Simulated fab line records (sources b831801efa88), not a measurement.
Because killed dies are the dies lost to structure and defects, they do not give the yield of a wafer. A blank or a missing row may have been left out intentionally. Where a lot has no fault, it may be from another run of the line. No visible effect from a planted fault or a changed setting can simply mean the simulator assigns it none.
Struck lot and sound lot, side by side + flow sky130 + 23 steps out of a route of 708
Sound: wafers L369.2, L369.4, L369.6. Wafers struck: L376.2, L376.4, L376.6. At the end, the cause is stated.
Per side, at each step with rows, come the tool, then ch with its chambers, and then its first start. Under that, the readings that differ: sound wafers + struck wafers + difference of the means + sigmas: that difference in standard deviations of wafers without a fault.
alike: readings whose means differ by less than 2 such deviations, and words and numbers that are the same on both sides. not compared: withheld readings, readings that some wafer has no value for, bounds like >300 that may hide the same value, and numbers for which the record gives no deviation and whose values overlap.
A row with sigmas, a row that says differs or no value, or rows on one side alone: a step with any of these is where the two part. Non-overlapping numbers with no deviation appear without sigmas and do not part them. Lack of a reading on every wafer of one side parts them only where that side has two or more wafers.

first, 8 steps without rows for these wafers: SKY_LDD_N_IMPLANT_08; SKY_LDD_N_IMPLANT_09; SKY_LDD_N_IMPLANT_10; SKY_LDD_N_IMPLANT_11; SKY_LDD_N_IMPLANT_12; SKY_LDD_N_IMPLANT_13; SKY_LDD_N_IMPLANT_14; SKY_LDD_N_IMPLANT_15.
SKY_LDD_N_STRIP_16: strips in O2/N2.
  sound on plasma asher-03 ch 0, day 21 20:28; struck on plasma asher-03 ch 1, day 23 14:44
  alike: drypump motor current A, oes product au, strip time to endpoint s
  not compared: rf hours counter h
SKY_LDD_N_TW_MEAS_17:
  sound: film metro-03 at day 21 20:35; struck: film metro-04 at day 23 14:51
| reading  | sound          | struck         | difference | sigmas |
|----------|----------------|----------------|------------|--------|
| LDD_N_TW | 2651 2643 2629 | 2563 2557 2545 | -86        | -3     |
then, 2 steps without rows for these wafers: SKY_LDD_P_DEHYDRATE_00 (time 60 s); SKY_LDD_P_HMDS_01 (prime time 60 s).
SKY_LDD_P_COAT_02: resist thk 1140 nm.
  sound on litho track-01 ch 0, day 22 11:23; struck on litho track-03 ch 0, day 24 05:11
| reading                                    | sound          | struck         | difference | sigmas |
|--------------------------------------------|----------------|----------------|------------|--------|
| model.NOVOLAK_of_LDD_P_COAT_02.thk nm (nm) | 1139 1143 1139 | 1269 1270 1269 | +129       |        |
then, 3 steps without rows for these wafers: SKY_LDD_P_SOFTBAKE_03 (time 60 s); SKY_LDD_P_EXPOSE_04 (exposes mask PSDM, target cd 380 nm); SKY_LDD_P_PEB_05.
SKY_LDD_P_DEVELOP_06: develop time 60 s.
  sound on litho track-01 ch 0, day 23 02:14; struck on litho track-02 ch 0, day 24 19:32
| reading                                    | sound          | struck         | difference | sigmas |
|--------------------------------------------|----------------|----------------|------------|--------|
| model.NOVOLAK_of_LDD_P_COAT_02.thk nm (nm) | 1139 1143 1139 | 1268 1269 1269 | +128       |        |
SKY_LDD_P_CD_MEAS_07: the cd target is 380 nm.
  sound: cd sem-02 at day 23 02:23; struck: cd sem-01 at day 24 19:40
| reading    | sound             | struck            | difference | sigmas |
|------------|-------------------|-------------------|------------|--------|
| cd nm (nm) | 378.5 376.4 377.5 | 373.9 371.1 370.8 | -5.5       | -2     |
SKY_LDD_P_OVL_MEAS_08:
  sound: overlay-02 at day 23 02:29; struck: overlay-02 at day 24 19:47
  alike: LDD_P_OVL
after that, 1 step had no rows for these wafers: SKY_LDD_P_IMPLANT_09.
SKY_LDD_P_STRIP_10: strips in O2/N2.
  sound on plasma asher-03 ch 0, day 23 02:40; struck on plasma asher-03 ch 0,1, day 24 19:58
| reading                      | sound             | struck            | difference | sigmas |
|------------------------------|-------------------|-------------------|------------|--------|
| strip time to endpoint s (s) | 14.17 14.21 14.18 | 15.62 15.64 15.61 | +1.44      | +42    |
  alike: drypump motor current A, oes product au
  not compared: rf hours counter h
SKY_LDD_P_TW_MEAS_11:
  sound: film metro-04 at day 23 02:46; struck: film metro-02 at day 24 20:13
| reading  | sound       | struck      | difference | sigmas |
|----------|-------------|-------------|------------|--------|
| LDD_P_TW | 627 628 631 | 643 643 645 | +15        | +2     |
SKY_PAD_OPEN_PROBE_99:
  the record holds rows for the sound wafers here (prober-02, day 48 17:19) but none for the struck ones

WHERE THEY PART
First at SKY_LDD_N_TW_MEAS_17; last, within this record, at SKY_PAD_OPEN_PROBE_99.

WHY: whatever the simulator had introduced
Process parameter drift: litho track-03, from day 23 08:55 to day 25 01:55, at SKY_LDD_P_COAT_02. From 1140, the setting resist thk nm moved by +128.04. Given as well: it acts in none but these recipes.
